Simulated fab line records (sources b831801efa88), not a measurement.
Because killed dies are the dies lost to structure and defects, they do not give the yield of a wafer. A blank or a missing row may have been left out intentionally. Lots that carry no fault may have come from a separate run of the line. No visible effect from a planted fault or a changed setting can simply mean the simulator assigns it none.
2 desks looking at one fault || flow sky130 || numbers are kept per desk, each desk with only its own; the story behind them comes last

== TOOL OWNER'S DESK, rieMetal-01 ==
The tool's own readings at SKY_METAL3_ETCH_16 (etches BARC in N2/H2, stops on SiO2, time 88.2 s, target depth 60 nm): means of the sampled wafers that have a number, for each lot that ran on this tool. Marked OUT: a lot whose mean sits more than 4 standard deviations from the usual mean, which makes it out of limits; the brackets give that distance.
Columns: A = drypumpMotorCurrentA at SKY_METAL3_ETCH_16, usual 5.6 A; B = oesProductAu at SKY_METAL3_ETCH_16, usual 0.625 a.u.; C = throttleValvePct at SKY_METAL3_ETCH_16, usual 13.205 %
{"lot": "L974", "first seen here": "day 41 10:07", "A": 5.9, "B": 0.627, "C": 13.208}
{"lot": "L975", "first seen here": "day 41 13:26", "A": 6.0, "B": 0.627, "C": 13.210}
{"lot": "L977", "first seen here": "day 41 14:23", "A": 5.9, "B": 0.625, "C": 13.212}
Result from this desk: across the 3 lots, nothing is out of limits.

== AT THE METROLOGY DESK ==
What the gauges read for every lot (on any tool): the sampled wafers with a number, averaged. Marked OUT: a lot whose mean sits more than 4 standard deviations from the usual mean, which makes it out of limits; the brackets give that distance.
Columns: A = cdNm at SKY_METAL3_CD_MEAS_13, usual 299.9 nm; B = METAL3_OVL at SKY_METAL3_OVL_MEAS_14, usual 1 nm
{"lot": "L974", "first seen here": "day 41 09:56", "A": 299.7, "B": 2}
{"lot": "L975", "first seen here": "day 41 13:14", "A": 299.2, "B": 2}
{"lot": "L977", "first seen here": "day 41 14:11", "A": 300.2, "B": -3}
{"lot": "L979", "first seen here": "day 41 22:05", "A": 300.3, "B": -1}
{"lot": "L985", "first seen here": "day 43 10:56", "A": 296.0, "B": 7}
{"lot": "L990", "first seen here": "day 44 20:14", "A": 300.9, "B": 5}
Result from this desk: across the 6 lots, nothing is out of limits.

== TAKEN TOGETHER ==
The desk of the tool owner found nothing out of limits.
Metrology desk: nothing out of limits seen.

== WHAT THE SIMULATOR HAD INSERTED ==
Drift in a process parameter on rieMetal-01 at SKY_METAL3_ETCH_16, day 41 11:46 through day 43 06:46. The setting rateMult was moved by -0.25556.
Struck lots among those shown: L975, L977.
